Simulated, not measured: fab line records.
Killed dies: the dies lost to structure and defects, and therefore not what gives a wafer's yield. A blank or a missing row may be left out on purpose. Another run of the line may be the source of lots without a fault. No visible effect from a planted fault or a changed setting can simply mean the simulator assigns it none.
Problem report in the 8D (eight disciplines) form, filled by code || flow sky130 || the parts of the form that need people (team, actions taken, sign-off) are left out

## 1. WHAT WENT WRONG
At SKY_FIELD_ISO_WET_ETCH_30, temp c averages 35.93 C over 6 wafers from 2 lots, while fault-free wafers read 25.00 C, standard deviation 0.11. That is +99 or more standard deviations from the usual mean.
The step: etches SiO2 in dHF, target depth 25 nm, time 50 s.
Seen first at day 4 09:37 on wet bench-03, wafer L324.2. At this step, 39 wafers from 13 lots have a number in the record. By rule, "out" or "out of limits" means more than 4 standard deviations away from the usual mean. All remaining wafers that have a number are taken as sound.

## 2. WHAT IT IS AND WHAT IT IS NOT
{"question": "which readings at this step", "is": "temp c, bath heat duty pct", "is not": "-"}
{"question": "which lots", "is": "L324, L325", "is not": "L315, L317, L318, L320, L323, L327, L330, L331, L333, L334, L338"}
{"question": "which wafers of those lots", "is": "all that have a number", "is not": "-"}
{"question": "read on which tools", "is": "wet bench-03", "is not": "wet bench-01, wet bench-04"}
{"question": "when", "is": "from day 4 09:37", "is not": "up to then (15 sound wafers); but 18 sound wafers of L327, L330, L331, L333, L334, L338 came after"}

## 3. THE SUSPECTS, EACH WITH WHAT RULES IT OUT
Counting: a tool at a process step up to the reading stays a suspect if it ran every lot that is out and no sound lot after the first of them.
- wet bench-03 at SKY_FIELD_ISO_WET_ETCH_30 (etches SiO2 in dHF, target depth 25 nm, time 50 s): kept. Every lot that is out went through it, starting with L324 (day 4 09:37), and after that it ran no sound lot; the last sound lot it ran before then is L323 (day 4 05:10). On those wafers its own readings are out: bath heat duty pct, temp c.
After counting, what remains is wet bench-03 at SKY_FIELD_ISO_WET_ETCH_30.

## 4. THE CAUSE (what the simulator had put in)
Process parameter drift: wet bench-03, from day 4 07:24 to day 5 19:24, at SKY_FIELD_ISO_WET_ETCH_30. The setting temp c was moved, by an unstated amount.
Counting left only this tool.

## 5. SEQUENCE OF EFFECTS, ordered by route
Rows list readings where the struck wafers' mean (over those with a number) sits beyond 3 standard deviations from the usual. Only readings for which the record gives a usual standard deviation are gone through. hours: the time from each lot's start at the first step in this table that gives one to its start at this step, as a median over the lots. sigmas: the change in usual standard deviations.
{"hours": 0, "step": "SKY_FIELD_ISO_WET_ETCH_30", "reading": "bath heat duty pct", "usual": "6.2 %", "on struck wafers": 19.9, "change": "+13.7", "sigmas": "+19"}
{"hours": 0, "step": "SKY_FIELD_ISO_WET_ETCH_30", "reading": "temp c", "usual": "25.00 C", "on struck wafers": 35.93, "change": "+10.93", "sigmas": "+99 or more"}
It contains these process steps:
- SKY_FIELD_ISO_WET_ETCH_30: etches SiO2 in dHF, target depth 25 nm, time 50 s.
At these later measuring or inspecting steps, every struck wafer for which the step has a row has a number for every such reading, and none has moved that far: SKY_VIA1_RS_MEAS_22.

## 6. HOW IT WOULD HAVE BEEN CAUGHT EARLIER
The fault began at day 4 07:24; the first out-of-limits reading in this record came at day 4 09:37, 2 hours later.
